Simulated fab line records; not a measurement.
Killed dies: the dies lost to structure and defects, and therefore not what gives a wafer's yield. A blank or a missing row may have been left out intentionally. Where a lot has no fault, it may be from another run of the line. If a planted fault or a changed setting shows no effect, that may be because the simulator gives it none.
2 desks looking at one fault + flow sky130 + numbers are kept per desk, each desk with only its own; the story behind them comes last

## TOOL OWNER'S DESK, rie-diel-03
The tool's own readings at SKY_POLY_CUT_ETCH_11 (etches Si3N4 in CF4/CH2F2/Ar, stops on poly-Si, time 42.5 s, target depth 60 nm): means of the sampled wafers that have a number, for each lot that ran on this tool. If a lot's mean is further than 4 standard deviations from the usual mean, the lot is out of limits and carries the mark OUT (the distance appears in the brackets).
Columns: A = bias-w at SKY_POLY_CUT_ETCH_11, usual 150.0 W; B = drypump-motor-current-A at SKY_POLY_CUT_ETCH_11, usual 5.4 A; C = oes-product-au at SKY_POLY_CUT_ETCH_11, usual 0.829 a.u.; D = throttle-valve-pct at SKY_POLY_CUT_ETCH_11, usual 14.995 %
| lot  | first seen here | A     | B   | C     | D      |
|------|-----------------|-------|-----|-------|--------|
| L197 | day 28 01:04    | 149.8 | 5.4 | 0.830 | 14.992 |
| L205 | day 30 18:13    | 149.5 | 4.9 | 0.830 | 14.992 |
This desk found nothing out of limits on any of the 2 lots.

## FROM THE METROLOGY DESK
What the gauges read for every lot (on any tool): the sampled wafers with a number, averaged. If a lot's mean is further than 4 standard deviations from the usual mean, the lot is out of limits and carries the mark OUT (the distance appears in the brackets).
Columns: A = cd-nm at SKY_POLY_CUT_CD_MEAS_08, usual 270.1 nm; B = POLY_CUT_OVL at SKY_POLY_CUT_OVL_MEAS_09, usual 0 nm
| lot  | first seen here | A     | B   |
|------|-----------------|-------|-----|
| L190 | day 24 19:41    | 272.4 | 5   |
| L197 | day 28 00:53    | 268.4 | -5  |
| L205 | day 30 18:02    | 268.2 | 5   |
| L210 | day 32 02:16    | 269.6 | 2   |
| L211 | day 32 02:38    | 270.1 | -12 |
This desk found nothing out of limits on any of the 5 lots.

## ALL TOGETHER
The desk of the tool owner found nothing out of limits.
Metrology desk: nothing out of limits seen.

## WHAT THE SIMULATOR HAD PUT IN
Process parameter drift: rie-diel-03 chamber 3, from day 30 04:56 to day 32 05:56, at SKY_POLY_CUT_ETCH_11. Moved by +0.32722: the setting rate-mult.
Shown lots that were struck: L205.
